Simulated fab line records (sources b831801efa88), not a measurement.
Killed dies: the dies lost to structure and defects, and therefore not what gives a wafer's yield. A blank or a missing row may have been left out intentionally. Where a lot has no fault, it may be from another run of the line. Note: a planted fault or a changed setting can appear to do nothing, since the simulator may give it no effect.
Which of the tools did it? | flow sky130 | 18 wafers from 6 lots sampled at 3 of the route's 708 steps

== WHAT THE GAUGES READ, wafer by wafer ==
SKY_POLY_CUT_CD_MEAS_08: the cd target is 270 nm.
lot  | measured     | on        | cd nm (nm)
L777 | day 24 08:06 | cd sem-01 | 270.1 270.2 269.8
L779 | day 25 05:15 | cd sem-02 | 268.8 269.0 269.8
L787 | day 28 05:06 | cd sem-02 | 271.7 271.4 271.3
L797 | day 31 16:09 | cd sem-02 | 269.0 270.4 271.4
L799 | day 32 09:41 | cd sem-02 | 271.2 273.1 272.3

== WHAT TOOL EACH LOT RAN ON (gives the tool, then ch and the chambers of the sampled wafers, and finally the start) ==
lot  | SKY_SONOS_ONO_STRIP_17               | SKY_SPACER_ETCHBACK_02
L777 | plasma asher-01 ch 0,1, day 12 20:16 | rie diel-03 ch 0,2,3, day 23 01:16
L779 | plasma asher-04 ch 0,1, day 13 11:22 | rie diel-04 ch 1,2, day 23 23:11
L787 | plasma asher-01 ch 0,1, day 16 08:22 | rie diel-01 ch 1,2,3, day 27 00:14
L788 | plasma asher-01 ch 0,1, day 17 07:16 | rie diel-03 ch 0,1,3, day 28 00:25
L797 | plasma asher-04 ch 0, day 20 02:44   | rie diel-01 ch 0,2,3, day 30 12:40
L799 | plasma asher-01 ch 0,1, day 20 23:11 | rie diel-03 ch 2,3, day 31 06:17
- SKY_SONOS_ONO_STRIP_17: strips in O2/N2.
- SKY_SPACER_ETCHBACK_02: etches Si3N4 in CH3F/O2, stops on SiO2, time 46.7 s, target depth 45 nm.

== THE ANSWER, worked out from the rows above alone ==
Rule: what is usual is taken from the lots themselves. The widest of any qualifying gaps counts: lots, ordered by their means at a reading, are off when they make up no more than a third of the lots, leave a main group of 4 or more, and stand apart from it by 3 or more times the standard deviation of that group's means. Not used: any main group whose means are identical at the precision the tables above print for the reading. Also off: a lot with no number at a reading for which 4 or more lots have one. Any other lot the step has rows for is counted as sound.
No lot is off at any reading shown: from this, nothing can be told.

== WHAT THE SIMULATOR HAD PUT IN ==
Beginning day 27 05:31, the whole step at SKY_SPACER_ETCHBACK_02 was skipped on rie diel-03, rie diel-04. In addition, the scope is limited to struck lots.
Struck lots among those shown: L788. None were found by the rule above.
